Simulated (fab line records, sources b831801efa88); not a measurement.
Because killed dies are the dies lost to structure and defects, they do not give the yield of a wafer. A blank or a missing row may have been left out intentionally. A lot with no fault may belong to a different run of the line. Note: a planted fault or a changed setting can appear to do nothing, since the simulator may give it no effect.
Matching of chambers ; flow gf180mcu ; 3 sister chambers for GF_V2_CVD_02 on pecvd-03
The step deposits SiO2 from TEOS, target thk 850 nm, time 94.851 s. 3 wafers are shown with their chamber, then 7 later ones without.

WAFERS PAIRED WITH THEIR CHAMBERS
wafer;chamber;heater power w (W)
L812.1;0;754
L816.1;1;635
L816.2;2;830

WAFERS WHOSE CHAMBER IS MISSING
wafer;heater power w (W)
L816.3;701
L819.4;636
L819.5;772
L819.6;691
L821.1;726
L821.4;767
L821.5;738

THE CHAMBER EACH PASSED THROUGH
wafer;from the rows above;in truth
L816.3;can't be placed: 0 or 1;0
L819.4;1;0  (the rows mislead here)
L819.5;can't be placed: 0 or 2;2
L819.6;can't be placed: 1 or 0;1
L821.1;can't be placed: 0 or 1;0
L821.4;can't be placed: 0 or 2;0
L821.5;0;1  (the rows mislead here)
0 of 7 placed correctly. Unplaceable from these rows: 5, with the true chamber sitting among the candidates in 5. Placed wrongly: 2.
How it was worked out, from the rows above alone: a wafer's distance from a chamber is the root of the sum, over the readings, of the square of ((its reading less the chamber's mean) divided by the reading's scatter). If the next closest chamber is less than 2 further off than the closest, the wafer can't be placed; otherwise it belongs to the closest. A chamber's mean is the mean of its shown wafers. The scatter: with one shown wafer a chamber, the root of the mean of the squares of how far each hidden wafer lies from its nearest shown one.
